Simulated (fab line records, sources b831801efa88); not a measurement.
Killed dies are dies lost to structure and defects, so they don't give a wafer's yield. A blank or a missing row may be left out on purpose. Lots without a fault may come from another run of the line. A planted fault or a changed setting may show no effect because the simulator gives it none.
fab line records | flow sfq_line
record lots=5 wafers=23
route steps=325 shown M2@96 I2@110 M3@122 M4@152 JJ@186 M5@205
start_h: hours from the record's first day to the start of the lot's first wafer shown | wait_h: hours since the lot's step before | " the same as in the row above | L1.1+2: a row that stands for several wafers | - no value, or no start given | * or withheld: withheld | < > ~ a bound
route shown NAME@n: a module of which the file shows steps, and the number in the route of the first | usual: mean/standard deviation of fault-free wafers | same: alike in all rows | chamber/n: place in a boat | sites: the reading at each site | _std_site: their standard deviation | _edge_site: outer sites' mean less inner sites' | radius_mm: how far each site lies from the wafer's centre | mask NAME#n: copy n | behind: the tool/chamber that last shaped the wafer | hold: why the lot was held/for how many hours/how that ended | device: the transistor (n, p or np) that didn't switch | end of line: the same wafers' tests at the end of the route | a step without rows: its recipe alone | killed: dies lost to structure and defects at the first sort, not the wafer's yield | map: a wafer's dies, x killed, . not, _ none there
set.NAME: the setting as run; set.NAME@STEP: as run at that earlier step | model.NAME: the simulator's own value behind a step, which no gauge read
lots whose settings were changed on purpose; a table a step, a row a wafer
## steps
# step SFQ_TRILAYER_M2_LITHO_PEB_060
# recipe peb_temp_c=115 peb_time_s=60 resist=KrF
# columns lot.wafer tool chamber start_h wait_h set.peb_temp_c
L079.1+2+5 litho_track-03 0 813.00 1.0 115
L080.1+3+5 litho_track-01 0 820.20 1.0 117.8
L080.2+6 " 0 " " 115
L081.1+5 litho_track-01 0 833.40 1.0 115
L081.2+3+4 " 0 " " 112.7
L083.2+3+4+5+6 litho_track-01 0 849.92 0.8 115
L084.1+3+4 litho_track-01 0 851.09 1.0 117.3
L084.2+6 " 0 " " 115
# step SFQ_TRILAYER_M2_LITHO_DEVELOP_059
# recipe time_s=60 resist=KrF
# step SFQ_TRILAYER_M2_BARC_OPEN_METAL_ETCH_077
# recipe mask_material=PR chemistry=O2 target_depth_nm=125 target=BARC icp_w=600 bias_w=80 pressure_mtorr=10 time_s=41.7
# columns lot.wafer tool chamber start_h wait_h set.peb_temp_c@TRILAYER_M2_LITHO_PEB_060 model.M2.cd_nm
L079.1 rie_metal-04 0 813.33 0.0 115 496.4
L079.2 " 1 " " 115 497
L079.5 " 1 " " 115 498.8
L080.1 rie_metal-04 1 820.53 0.0 117.8 454
L080.2 " 0 " " 115 500.5
L080.3 " 0 " " 117.8 453.6
L080.5 " 1 " " 117.8 454.5
L080.6 " 0 " " 115 498.6
L081.1 rie_metal-01 0 833.73 0.0 115 497.9
L081.2+3+4 " 1,0,1 " " 112.7 543.9
L081.5 " 0 " " 115 497.1
L083.2 rie_metal-03 0 850.25 0.0 115 501.2
L083.3 " 0 " " 115 501.3
L083.4 " 0 " " 115 501.4
L083.5 " 0 " " 115 501
L083.6 " 0 " " 115 500.1
L084.1 rie_metal-04 0 851.43 0.0 117.3 465.4
L084.2 " 1 " " 115 503.2
L084.3 " 0 " " 117.3 463.9
L084.4 " 1 " " 117.3 464.6
L084.6 " 0 " " 115 502.2
# step SFQ_TRILAYER_M2_ETCH_METAL_ETCH_060
# recipe target=Nb stop_on=SiO2 mask_material=PR chemistry=Cl2/Ar target_depth_nm=240 icp_w=600 bias_w=82.71 pressure_mtorr=10 time_s=120
# usual oes_product_au=0.894/0.0065
# columns lot.wafer tool chamber start_h wait_h set.time_s@TRILAYER_M2_DEP_SPUTTER_055 oes_product_au
L079.1 rie_metal-04 0 813.39 0.0 133.3 0.893
L079.2 " 1 " " 133.3 0.886
L079.5 " 1 " " 133.3 0.895
L080.1 rie_metal-04 1 820.59 0.0 133.3 0.894
L080.2 " 0 " " 133.3 0.896
L080.3 " 0 " " 133.3 0.885
L080.5 " 1 " " 133.3 0.898
L080.6 " 0 " " 133.3 0.896
L081.1 rie_metal-01 0 833.79 0.0 133.3 0.888
L081.2 " 1 " " 133.3 0.894
L081.3 " 0 " " 133.3 0.891
L081.4 " 1 " " 133.3 0.906
L081.5 " 0 " " 133.3 0.893
L083.2 rie_metal-03 0 850.39 0.1 151.6 0.965
L083.3 " 0 " " 133.3 0.882
L083.4 " 0 " " 151.6 0.961
L083.5 " 0 " " 151.6 0.967
L083.6 " 0 " " 133.3 0.898
L084.1 rie_metal-04 0 851.49 0.0 133.3 0.905
L084.2 " 1 " " 143.2 0.923
L084.3 " 0 " " 143.2 0.944
L084.4 " 1 " " 133.3 0.890
L084.6 " 0 " " 143.2 0.927
# step SFQ_TRILAYER_I2_VIA_LITHO_EXPOSE_068
# recipe mask_id=I2 na=0.6 source_shape=conventional sigma_outer=0.65 target_cd_nm=500 dose_mj=21.3
# columns lot.wafer tool chamber start_h wait_h mask set.dose_mj
L079.1+2+5 krf_scanner-02 0 821.23 - I2#0 21.3
L080.1+2+3 krf_scanner-02 0 829.76 - I2#0 21.3
L080.5+6 " 0 " " I2#0 20.87
L081.1+4+5 krf_scanner-01 0 840.68 - I2#0 21.3
L081.2+3 " 0 " " I2#0 22.76
L083.2+3+4 krf_scanner-01 0 869.29 - I2#0 21.3
L083.5+6 " 0 " " I2#0 20.39
L084.1+3+6 krf_scanner-01 0 870.29 - I2#0 21.3
L084.2+4 " 0 " " I2#0 22.46
# step SFQ_TRILAYER_I2_VIA_LITHO_PEB_070
# recipe peb_temp_c=116.2 peb_time_s=60 resist=KrF
# step SFQ_TRILAYER_I2_VIA_LITHO_DEVELOP_069
# recipe time_s=60 resist=KrF
# step SFQ_TRILAYER_I2_VIA_BARC_OPEN_VIA_ETCH_096
# recipe mask_material=PR chemistry=O2 target_depth_nm=125 target=BARC source_w=500 bias_w=80 pressure_mtorr=30 time_s=41.7
# columns lot.wafer tool chamber start_h wait_h set.dose_mj@TRILAYER_I2_VIA_LITHO_EXPOSE_068 model.I2.cd_nm
L079.1 rie_diel-02 3 822.77 0.0 21.3 520.4
L079.2 " 1 " " 21.3 520.5
L079.5 " 3 " " 21.3 519.4
L080.1+2 rie_diel-03 1,0 831.30 0.0 21.3 522.9
L080.3 " 2 " " 21.3 521.8
L080.5 " 0 " " 20.87 520.1
L080.6 " 3 " " 20.87 517.8
L081.1 rie_diel-02 2 842.21 0.0 21.3 522.1
L081.2 " 0 " " 22.76 532.8
L081.3 " 3 " " 22.76 532.4
L081.4 " 1 " " 21.3 521.6
L081.5 " 0 " " 21.3 521.8
L083.2 rie_diel-04 2 870.63 0.0 21.3 520.5
L083.3 " 0 " " 21.3 520.9
L083.4 " 1 " " 21.3 518.8
L083.5 " 0 " " 20.39 513.8
L083.6 " 1 " " 20.39 512
L084.1 rie_diel-03 2 871.83 0.0 21.3 520.5
L084.2+4 " 3,1 " " 22.46 530.2
L084.3 " 0 " " 21.3 522.3
L084.6 " 3 " " 21.3 521.1
# step SFQ_TRILAYER_M3_LITHO_COAT_080
# recipe resist=BARC spin_rpm=3000 resist_thk_nm=62
# columns lot.wafer tool chamber start_h wait_h set.resist_thk_nm model.BARC_of_TRILAYER_M3_LITHO_COAT_080.thk_nm
L079.1 litho_track-04 0 824.00 0.1 62 62.38
L079.2+5 " 0 " " 62 62.32
L080.1 litho_track-03 0 833.13 0.1 62 61.86
L080.2 " 0 " " 62 62.07
L080.3 " 0 " " 62 62.09
L080.5 " 0 " " 62 62.01
L080.6 " 0 " " 62 62.13
L081.1 litho_track-02 0 844.22 0.1 62 62.38
L081.2+4 " 0 " " 58.3 58.53
L081.3 " 0 " " 62 62.18
L081.5 " 0 " " 58.3 58.52
L083.2 litho_track-04 0 872.13 0.3 60.03 60.06
L083.3 " 0 " " 62 62.23
L083.4 " 0 " " 62 62.03
L083.5 " 0 " " 60.03 60.19
L083.6 " 0 " " 60.03 60.12
L084.1 litho_track-04 0 873.26 0.1 62 62.2
L084.2 " 0 " " 62 62.08
L084.3 " 0 " " 62 62.14
L084.4+6 " 0 " " 62 61.95
# step SFQ_TRILAYER_M3_LITHO_PEB_078
# recipe peb_temp_c=115 peb_time_s=60 resist=KrF
# columns lot.wafer tool chamber start_h wait_h set.peb_time_s
L079.1+2+5 litho_track-03 0 825.95 1.0 60
L080.1+3 litho_track-02 0 835.08 1.0 60
L080.2+5+6 " 0 " " 64.45
L081.1+2+3 litho_track-03 0 846.29 1.0 60
L081.4+5 " 0 " " 66.9
L083.2+3+4+5+6 litho_track-03 0 876.32 0.8 60
L084.1+3 litho_track-02 0 1002.23 1.0 60
L084.2+4+6 " 0 " " 62.91
# step SFQ_TRILAYER_M3_LITHO_DEVELOP_077
# recipe time_s=60 resist=KrF
# step SFQ_TRILAYER_M3_BARC_OPEN_METAL_ETCH_100
# recipe mask_material=PR chemistry=O2 target_depth_nm=125 target=BARC icp_w=600 bias_w=79.03 pressure_mtorr=10 time_s=41.7
# columns lot.wafer tool chamber start_h wait_h set.resist_thk_nm@TRILAYER_M3_LITHO_COAT_080 set.peb_time_s@TRILAYER_M3_LITHO_PEB_078 model.M3.cd_nm model.etch.depth_nm
L079.1 rie_metal-02 1 826.28 0.0 62 60 500.1 62.38
L079.2 " 0 " " 62 60 498.9 62.32
L079.5 " 1 " " 62 60 499.3 62.32
L080.1 rie_metal-04 1 835.41 0.0 62 60 501.7 61.86
L080.2 " 0 " " 62 64.45 493.3 62.07
L080.3 " 0 " " 62 60 503.2 62.09
L080.5 " 1 " " 62 64.45 492 62.01
L080.6 " 0 " " 62 64.45 492.9 62.13
L081.1 rie_metal-02 0 846.63 0.0 62 60 500.5 62.38
L081.2 " 1 " " 58.3 60 501.8 58.53
L081.3 " 0 " " 62 60 501.7 62.18
L081.4 " 1 " " 58.3 66.9 486.8 58.53
L081.5 " 0 " " 58.3 66.9 486 58.52
L083.2 rie_metal-01 1 876.63 0.0 60.03 60 498.9 -
L083.3 " 0 " " 62 60 501.2 62.23
L083.4 " 1 " " 62 60 500.4 -
L083.5 " 1 " " 60.03 60 500.3 -
L083.6 " 0 " " 60.03 60 501.3 60.12
L084.1 rie_metal-01 1 1002.56 0.0 62 60 502.5 62.2
L084.2 " 0 " " 62 62.91 495.7 -
L084.3 " 0 " " 62 60 501.4 -
L084.4 " 1 " " 62 62.91 494.4 61.95
L084.6 " 1 " " 62 62.91 493.8 -
# step SFQ_TRILAYER_M3_ETCH_METAL_ETCH_078
# recipe target=Nb stop_on=SiO2 mask_material=PR chemistry=Cl2/Ar target_depth_nm=240 icp_w=600 bias_w=80 pressure_mtorr=10 time_s=120
# columns lot.wafer tool chamber start_h wait_h set.peb_time_s@TRILAYER_M3_LITHO_PEB_078 model.M3.cd_nm
L079.1 rie_metal-02 1 826.34 0.0 60 501.3
L079.2 " 0 " " 60 501
L079.5 " 1 " " 60 500.3
L080.1 rie_metal-04 1 835.47 0.0 60 502.3
L080.2 " 0 " " 64.45 492
L080.3 " 0 " " 60 502
L080.5 " 1 " " 64.45 492.1
L080.6 " 0 " " 64.45 491.7
L081.1 rie_metal-02 0 846.69 0.0 60 501.4
L081.2 " 1 " " 60 501.1
L081.3 " 0 " " 60 503.5
L081.4 " 1 " " 66.9 486.4
L081.5 " 0 " " 66.9 486.7
L083.2 rie_metal-01 1 876.69 0.0 60 499.9
L083.3 " 0 " " 60 500.8
L083.4 " 1 " " 60 502.5
L083.5 " 1 " " 60 502
L083.6 " 0 " " 60 501.1
L084.1 rie_metal-01 1 1002.62 0.0 60 503.8
L084.2 " 0 " " 62.91 495.5
L084.3 " 0 " " 60 501.6
L084.4 " 1 " " 62.91 495
L084.6 " 1 " " 62.91 494.6
# step SFQ_TRILAYER_M4_LITHO_COAT_098
# recipe resist=BARC spin_rpm=3000 resist_thk_nm=62
# columns lot.wafer tool chamber start_h wait_h set.resist_thk_nm model.BARC_of_TRILAYER_M4_LITHO_COAT_098.thk_nm
L079.1 litho_track-02 0 975.98 0.1 62 62.02
L079.2 " 0 " " 62 62.15
L079.5 " 0 " " 62 61.92
L080.1 litho_track-03 0 983.28 0.1 59.48 59.88
L080.2 " 0 " " 62 62.43
L080.3 " 0 " " 62 62.25
L080.5 " 0 " " 62 62.18
L080.6 " 0 " " 59.48 59.75
L081.1 litho_track-01 0 983.88 0.1 62 61.87
L081.2 " 0 " " 62 61.9
L081.3 " 0 " " 62 62.11
L081.4 " 0 " " 62 61.82
L081.5 " 0 " " 62 62.01
L083.2 litho_track-03 0 986.33 0.1 62 62.3
L083.3 " 0 " " 62 62.05
L083.4 " 0 " " 58.29 58.6
L083.5 " 0 " " 58.29 58.4
L083.6 " 0 " " 62 62.28
L084.1 litho_track-03 0 1013.40 0.1 62 62.1
L084.2 " 0 " " 62 62
L084.3 " 0 " " 62 62.13
L084.4 " 0 " " 62 62.22
L084.6 " 0 " " 62 62.14
# step SFQ_TRILAYER_M4_BARC_OPEN_METAL_ETCH_123
# recipe mask_material=PR chemistry=O2 target_depth_nm=125 target=BARC icp_w=600 bias_w=80 pressure_mtorr=10 time_s=41.7
# usual oes_product_au=0.685/0.0048
# columns lot.wafer tool chamber start_h wait_h set.icp_w set.resist_thk_nm@TRILAYER_M4_LITHO_COAT_098 oes_product_au
L079.1 rie_metal-01 0 1121.52 0.0 600 62 0.691
L079.2 " 1 " " 600 62 0.694
L079.5 " 1 " " 600 62 0.691
L080.1 rie_metal-04 0 1129.92 0.0 600 59.48 0.673
L080.2 " 1 " " 600 62 0.695
L080.3 " 0 " " 541.2 62 0.684
L080.5 " 0 " " 541.2 62 0.688
L080.6 " 1 " " 600 59.48 0.664
L081.1 rie_metal-01 0 1131.12 0.0 570.2 62 0.680
L081.2 " 1 " " 600 62 0.687
L081.3 " 0 " " 600 62 0.687
L081.4 " 1 " " 570.2 62 0.682
L081.5 " 0 " " 600 62 0.679
L083.2 rie_metal-04 0 1133.52 0.0 600 62 0.686
L083.3 " 1 " " 600 62 0.692
L083.4 " 0 " " 600 58.29 0.661
L083.5 " 1 " " 562.1 58.29 0.665
L083.6 " 0 " " 562.1 62 0.683
L084.1 rie_metal-03 1 1143.25 0.0 660.4 62 0.687
L084.2 " 0 " " 660.4 62 0.685
L084.3 " 1 " " 600 62 0.680
L084.4 " 0 " " 600 62 0.684
L084.6 " 1 " " 600 62 0.687
# step SFQ_TRILAYER_M4_ETCH_METAL_ETCH_096
# recipe target=Nb stop_on=SiO2 mask_material=PR chemistry=Cl2/Ar target_depth_nm=240 icp_w=600 bias_w=80 pressure_mtorr=10 time_s=120
# columns lot.wafer tool chamber start_h wait_h set.time_s model.KrF_of_TRILAYER_M4_LITHO_COAT_093.thk_nm
L079.1 rie_metal-01 0 1121.58 0.0 120 382.6
L079.2 " 1 " " 120 378.9
L079.5 " 1 " " 120 377.2
L080.1 rie_metal-04 0 1129.98 0.0 120 380.1
L080.2 " 1 " " 120 379.8
L080.3 " 0 " " 120 382.7
L080.5 " 0 " " 120 381.2
L080.6 " 1 " " 120 382.5
L081.1 rie_metal-01 0 1131.18 0.0 105.4 400.3
L081.2 " 1 " " 105.4 399.7
L081.3 " 0 " " 120 382
L081.4 " 1 " " 105.4 399.3
L081.5 " 0 " " 120 381.4
L083.2 rie_metal-04 0 1133.58 0.0 128.5 372.1
L083.3 " 1 " " 120 384
L083.4 " 0 " " 128.5 369.6
L083.5 " 1 " " 128.5 375.7
L083.6 " 0 " " 120 385.7
L084.1 rie_metal-03 1 1143.31 0.0 120 378.7
L084.2 " 0 " " 120 380.7
L084.3 " 1 " " 120 384.9
L084.4 " 0 " " 134.4 367.5
L084.6 " 1 " " 134.4 367.1
# step SFQ_TRILAYER_JJ_CE_LITHO_COAT_114
# recipe resist=KrF spin_rpm=3000 resist_thk_nm=600
# columns lot.wafer tool chamber start_h wait_h set.resist_thk_nm
L079.1+2+5 litho_track-03 0 1264.49 0.2 600
L080.1+2+3 litho_track-02 0 1274.23 0.2 600
L080.5+6 " 0 " " 621.9
L081.1+2+3+4+5 litho_track-04 0 1277.82 0.2 600
L083.2+3+4+5+6 litho_track-02 0 1283.85 0.2 600
L084.1+2+3+4+6 litho_track-02 0 1293.40 0.2 600
# step SFQ_TRILAYER_JJ_CE_LITHO_PEB_117
# recipe peb_temp_c=115 peb_time_s=60 resist=KrF
# columns lot.wafer tool chamber start_h wait_h set.peb_time_s
L079.1+2+5 litho_track-03 0 1383.65 1.0 60
L080.1+2+3+5+6 litho_track-03 0 1392.18 1.0 60
L081.1+2+5 litho_track-03 0 1398.18 1.0 55.93
L081.3+4 " 0 " " 60
L083.2+3 litho_track-03 0 1403.00 0.8 60
L083.4+5+6 " 0 " " 55.58
L084.1+3+4 litho_track-03 0 1410.18 1.0 64.12
L084.2+6 " 0 " " 60
# step SFQ_TRILAYER_JJ_CE_LITHO_DEVELOP_116
# recipe time_s=60 resist=KrF
# step SFQ_TRILAYER_JJ_CE_METRO_MEASURE_117
# usual cd_nm=704.2/1.1
# columns lot.wafer tool chamber start_h wait_h set.peb_time_s@TRILAYER_JJ_CE_LITHO_PEB_117 cd_nm
L079.1 cd_sem-01 - 1383.99 0.0 60 704.1
L079.2 " - " " 60 705.7
L079.5 " - " " 60 706.4
L080.1 cd_sem-02 - 1392.51 0.0 60 705.1
L080.2 " - " " 60 704.9
L080.3 " - " " 60 705.6
L080.5 " - " " 60 705.8
L080.6 " - " " 60 705.8
L081.1 cd_sem-01 - 1398.51 0.0 55.93 713.8
L081.2 " - " " 55.93 714.4
L081.3 " - " " 60 703.2
L081.4 " - " " 60 703.4
L081.5 " - " " 55.93 713.7
L083.2 cd_sem-02 - 1403.51 0.2 60 703.4
L083.3 " - " " 60 704.1
L083.4 " - " " 55.58 714.7
L083.5 " - " " 55.58 714.0
L083.6 " - " " 55.58 714.1
L084.1 cd_sem-02 - 1410.51 0.0 64.12 695.3
L084.2 " - " " 60 705.1
L084.3 " - " " 64.12 695.4
L084.4 " - " " 64.12 695.8
L084.6 " - " " 60 704.5
# step SFQ_TRILAYER_JJ_CE_BARC_OPEN_RIE_150
# recipe mask_material=PR chemistry=O2 target_depth_nm=240 target=BARC icp_w=600 bias_w=80 pressure_mtorr=10 time_s=80
# columns lot.wafer tool chamber start_h wait_h set.peb_time_s@TRILAYER_JJ_CE_LITHO_PEB_117 model.JJ.cd_nm
L079.1 rie_metal-04 0 1385.19 1.0 60 704.5
L079.2 " 1 " " 60 705.7
L079.5 " 1 " " 60 706.1
L080.1 rie_metal-01 1 1393.71 1.0 60 703.2
L080.2 " 0 " " 60 704.4
L080.3 " 0 " " 60 705.8
L080.5 " 1 " " 60 704.2
L080.6 " 0 " " 60 705.6
L081.1 rie_metal-02 0 1399.71 1.0 55.93 715.5
L081.2 " 1 " " 55.93 713.8
L081.3 " 0 " " 60 704.7
L081.4 " 1 " " 60 702.3
L081.5 " 0 " " 55.93 715.6
L083.2 rie_metal-01 1 1404.51 0.8 60 702.5
L083.3 " 1 " " 60 703
L083.4 " 0 " " 55.58 714.1
L083.5 " 1 " " 55.58 712.6
L083.6 " 0 " " 55.58 713.8
L084.1 rie_metal-04 1 1411.71 1.0 64.12 694.6
L084.2 " 0 " " 60 705.1
L084.3 " 1 " " 64.12 695.5
L084.4 " 0 " " 64.12 695.6
L084.6 " 1 " " 60 704.5
# step SFQ_TRILAYER_JJ_CE_ETCH_RIE_118
# recipe target=Nb stop_on=Al2O3 mask_material=PR taper_deg=13.257 over_etch_frac=0.15 time_s=97.7 chemistry=SF6 target_depth_nm=170 icp_w=600 bias_w=80 pressure_mtorr=10
# columns lot.wafer tool chamber start_h wait_h set.icp_w set.resist_thk_nm@TRILAYER_JJ_CE_LITHO_COAT_114 model.KrF_of_TRILAYER_JJ_CE_LITHO_COAT_114.thk_nm
L079.1 rie_metal-04 0 1385.28 0.1 600 600 478.5
L079.2 " 1 " " 600 600 478.9
L079.5 " 1 " " 600 600 479.2
L080.1 rie_metal-01 1 1393.81 0.1 600 600 479
L080.2 " 0 " " 669.1 600 472.1
L080.3 " 0 " " 600 600 479.5
L080.5 " 1 " " 600 621.9 500.2
L080.6 " 0 " " 669.1 621.9 491.1
L081.1 rie_metal-02 0 1399.81 0.1 666.3 600 467.1
L081.2 " 1 " " 600 600 475.7
L081.3 " 0 " " 666.3 600 465
L081.4 " 1 " " 600 600 477.7
L081.5 " 0 " " 666.3 600 465.5
L083.2 rie_metal-01 1 1404.61 0.1 621.6 600 472.2
L083.3 " 1 " " 600 600 475.5
L083.4 " 0 " " 600 600 474.5
L083.5 " 1 " " 621.6 600 471.5
L083.6 " 0 " " 621.6 600 474
L084.1 rie_metal-04 1 1411.81 0.1 600 600 478.7
L084.2 " 0 " " 600 600 481.8
L084.3 " 1 " " 580.6 600 483.1
L084.4 " 0 " " 580.6 600 481.3
L084.6 " 1 " " 600 600 478.4
# step SFQ_TRILAYER_M5_BARC_OPEN_METAL_ETCH_161
# recipe mask_material=PR chemistry=O2 target_depth_nm=125 target=BARC icp_w=600 bias_w=80 pressure_mtorr=10 time_s=41.7
# columns lot.wafer tool chamber start_h wait_h set.icp_w model.KrF_of_TRILAYER_M5_LITHO_COAT_123.thk_nm
L079.1 rie_metal-04 1 1478.47 0.0 600 523.6
L079.2+5 " 0 " " 600 522
L080.1 rie_metal-03 0 1489.59 0.0 640.9 516.9
L080.2 " 1 " " 640.9 518.4
L080.3 " 1 " " 600 520.6
L080.5 " 0 " " 640.9 516.5
L080.6 " 1 " " 600 521
L081.1 rie_metal-03 0 1494.39 0.0 573.1 527.4
L081.2 " 1 " " 573.1 527.3
L081.3 " 1 " " 573.1 526.4
L081.4 " 0 " " 600 523.5
L081.5 " 1 " " 600 523.4
L083.2 rie_metal-02 1 1497.99 0.0 600 523.2
L083.3 " 1 " " 645.4 518
L083.4 " 0 " " 600 522.1
L083.5 " 1 " " 645.4 520.7
L083.6 " 0 " " 600 521.1
L084.1 rie_metal-03 1 1503.99 0.0 600 521
L084.2 " 0 " " 568.1 525.5
L084.3 " 1 " " 568.1 524.3
L084.4 " 0 " " 568.1 526.4
L084.6 " 1 " " 600 521.8
## key
split step=SFQ_TRILAYER_M2_LITHO_PEB_060 setting=peb_temp_c stated=115 by=wafer
response step=SFQ_TRILAYER_M2_BARC_OPEN_METAL_ETCH_077 reading=model.M2.cd_nm change=-20.1 per=1% r=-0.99
split step=SFQ_TRILAYER_I2_VIA_LITHO_EXPOSE_068 setting=dose_mj stated=21.3 by=wafer
response step=SFQ_TRILAYER_I2_VIA_BARC_OPEN_VIA_ETCH_096 reading=model.I2.cd_nm change=+1.61 per=1% r=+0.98
split step=SFQ_TRILAYER_M3_LITHO_COAT_080 setting=resist_thk_nm stated=62 by=wafer
response step=SFQ_TRILAYER_M3_LITHO_COAT_080 reading=model.BARC_of_TRILAYER_M3_LITHO_COAT_080.thk_nm change=+0.63 per=1% r=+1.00
response step=SFQ_TRILAYER_M3_BARC_OPEN_METAL_ETCH_100 reading=model.etch.depth_nm change=+0.633 per=1% r=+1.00
split step=SFQ_TRILAYER_M3_LITHO_PEB_078 setting=peb_time_s stated=60 by=wafer
response step=SFQ_TRILAYER_M3_BARC_OPEN_METAL_ETCH_100 reading=model.M3.cd_nm change=-1.32 per=1% r=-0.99
response step=SFQ_TRILAYER_M3_ETCH_METAL_ETCH_078 reading=model.M3.cd_nm change=-1.38 per=1% r=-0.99
split step=SFQ_TRILAYER_M4_LITHO_COAT_098 setting=resist_thk_nm stated=62 by=wafer
response step=SFQ_TRILAYER_M4_LITHO_COAT_098 reading=model.BARC_of_TRILAYER_M4_LITHO_COAT_098.thk_nm change=+0.616 per=1% r=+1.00
response step=SFQ_TRILAYER_M4_BARC_OPEN_METAL_ETCH_123 reading=oes_product_au change=+0.00436 per=1% r=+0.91
split step=SFQ_TRILAYER_M4_BARC_OPEN_METAL_ETCH_123 setting=icp_w stated=600 by=wafer
response none clear
split step=SFQ_TRILAYER_M4_ETCH_METAL_ETCH_096 setting=time_s stated=120 by=wafer
response step=SFQ_TRILAYER_M4_ETCH_METAL_ETCH_096 reading=model.KrF_of_TRILAYER_M4_LITHO_COAT_093.thk_nm change=-1.4 per=1% r=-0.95
split step=SFQ_TRILAYER_JJ_CE_LITHO_COAT_114 setting=resist_thk_nm stated=600 by=wafer
response step=SFQ_TRILAYER_JJ_CE_ETCH_RIE_118 reading=model.KrF_of_TRILAYER_JJ_CE_LITHO_COAT_114.thk_nm slope=+5.57 per=1% together_with=icp_w@TRILAYER_JJ_CE_ETCH_RIE_118 explained=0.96
split step=SFQ_TRILAYER_JJ_CE_LITHO_PEB_117 setting=peb_time_s stated=60 by=wafer
response step=SFQ_TRILAYER_JJ_CE_METRO_MEASURE_117 reading=cd_nm change=-1.45 per=1% r=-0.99
response step=SFQ_TRILAYER_JJ_CE_BARC_OPEN_RIE_150 reading=model.JJ.cd_nm change=-1.51 per=1% r=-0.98
split step=SFQ_TRILAYER_JJ_CE_ETCH_RIE_118 setting=icp_w stated=600 by=wafer
response step=SFQ_TRILAYER_JJ_CE_ETCH_RIE_118 reading=model.KrF_of_TRILAYER_JJ_CE_LITHO_COAT_114.thk_nm slope=-0.826 per=1% together_with=resist_thk_nm@TRILAYER_JJ_CE_LITHO_COAT_114 explained=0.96
split step=SFQ_TRILAYER_M5_BARC_OPEN_METAL_ETCH_161 setting=icp_w stated=600 by=wafer
response step=SFQ_TRILAYER_M5_BARC_OPEN_METAL_ETCH_161 reading=model.KrF_of_TRILAYER_M5_LITHO_COAT_123.thk_nm change=-0.546 per=1% r=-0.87
split outside_this_file step=SFQ_TRILAYER_M2_DEP_SPUTTER_055 setting=time_s
# split outside_this_file: this setting was split too, and the file shows its column; the key of that split is in another file
